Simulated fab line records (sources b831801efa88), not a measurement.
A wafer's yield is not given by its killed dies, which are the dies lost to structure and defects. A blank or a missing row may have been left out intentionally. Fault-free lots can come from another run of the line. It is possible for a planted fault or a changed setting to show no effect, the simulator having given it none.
A lot that was struck, set against a sound lot    flow sky130    18 out of 708 route steps
Sound: wafers L597.1, L597.2, L597.3. Struck: wafers L603.2, L603.5, L603.6. At the end, the cause is stated.
Order at every step that has rows: each side's tool, ch and its chambers, its first start. Under that, the readings that differ: sound wafers    struck wafers    difference of the means    sigmas: that difference in standard deviations of wafers without a fault.
alike: same words and numbers on both sides, and readings whose means sit less than 2 such deviations apart. not compared: any withheld reading, any reading some wafer has no value for, any bound like >300 that may hide the same value, and any number with overlapping values for which the record gives no deviation.
A row with sigmas, a row that says differs or no value, or rows on one side alone: a step with any of these is where the two part. Numbers that don't overlap but have no deviation are shown without sigmas and don't part them. Lack of a reading on every wafer of one side parts them only where that side has two or more wafers.

SKY_LDD_HVP_STRIP_09: strips in O2/N2.
  sound on plasmaAsher-03 ch 0,1, day 25 02:17; struck on plasmaAsher-01 ch 0,1, day 27 05:32
  alike: drypumpMotorCurrentA, oesProductAu, stripTimeToEndpointS
  not compared: rfHoursCounterH
SKY_LDD_HVP_TW_MEAS_10:
  sound on filmMetro-04 at day 25 02:23; struck on filmMetro-04 at day 27 05:38
  alike: LDD_HVP_TW
then, 7 steps without rows for these wafers: SKY_LDD_LDN_DEHYDRATE_00 (time 60 s); SKY_LDD_LDN_HMDS_01 (prime time 60 s); SKY_LDD_LDN_COAT_02 (resist thk 1140 nm); SKY_LDD_LDN_SOFTBAKE_03 (time 60 s); SKY_LDD_LDN_EXPOSE_04 (exposes mask LDNTM, target cd 700 nm); SKY_LDD_LDN_PEB_05; SKY_LDD_LDN_DEVELOP_06 (develop time 60 s).
SKY_LDD_LDN_OVL_MEAS_07:
  sound on overlay-02 at day 26 07:49; struck on overlay-01 at day 28 09:17
reading           sound           struck        difference  sigmas
LDD_LDN_OVL (nm)  -1.0 -3.5 -2.3  1.3 -0.3 0.3  +2.7        +2
then, 2 steps without rows for these wafers: SKY_LDD_LDN_IMPLANT_08; SKY_LDD_LDN_IMPLANT_09.
SKY_LDD_LDN_IMPLANT_10:
  sound on implanter-02 ch 0, day 26 08:09; struck on implanter-02 ch 0, day 28 09:38
reading           sound                            struck                        difference  sigmas
doseIonsCm2       1.2512e+13 1.2509e+13 1.248e+13  9.053e+12 9.04e+12 9.047e+12  -3.454e+12  -99 or more
faradayCurrentUA  72.3 71.0 71.4                   52.0 51.7 51.7                -19.8       -13
  alike: beamEnergyKeV, endStationPressureTorr
following that, these wafers have no rows for 1 step: SKY_LDD_LDN_IMPLANT_11.
SKY_LDD_LDN_STRIP_12: strips in O2/N2.
  sound on plasmaAsher-04 ch 0,1, day 26 08:27; struck on plasmaAsher-01 ch 0,1, day 28 09:55
  alike: drypumpMotorCurrentA, oesProductAu, stripTimeToEndpointS
  not compared: rfHoursCounterH
SKY_LDD_LDN_TW_MEAS_13:
  sound on filmMetro-03 at day 26 08:33; struck on filmMetro-02 at day 28 10:01
reading     sound           struck          difference  sigmas
LDD_LDN_TW  1477 1479 1477  1451 1450 1451  -27         -2
then, 1 step without rows for these wafers: SKY_LDD_LDN_CLEAN_14 (cleans in SC1/SC2, time 150 s).
-- here the record skips 21 days between the struck wafers' starts before and after, leaving off in module LDD_LDN and picking up in module PAD_OPEN (first step shown: number 708 of the route) --
SKY_PAD_OPEN_PROBE_99:
  sound on prober-01 at day 48 07:37; struck on prober-01 at day 49 11:26
reading                       sound           struck          difference  sigmas
model.etest.tipSonos.rsOhmSq  2641 2680 2664  2778 2774 2744  +104        
  alike: killed_at_M0_to_M3, killed_at_M4_up, killedAtContacts, killedAtFrontEnd, killedAtOther, killedDies, killedOpen, killedShort

== WHERE THEY PART ==
First at SKY_LDD_LDN_OVL_MEAS_07; last, within this record, at SKY_LDD_LDN_TW_MEAS_13. Later steps at which nothing parts them and some readings are alike: SKY_PAD_OPEN_PROBE_99.

WHY: what had been put in by the simulator
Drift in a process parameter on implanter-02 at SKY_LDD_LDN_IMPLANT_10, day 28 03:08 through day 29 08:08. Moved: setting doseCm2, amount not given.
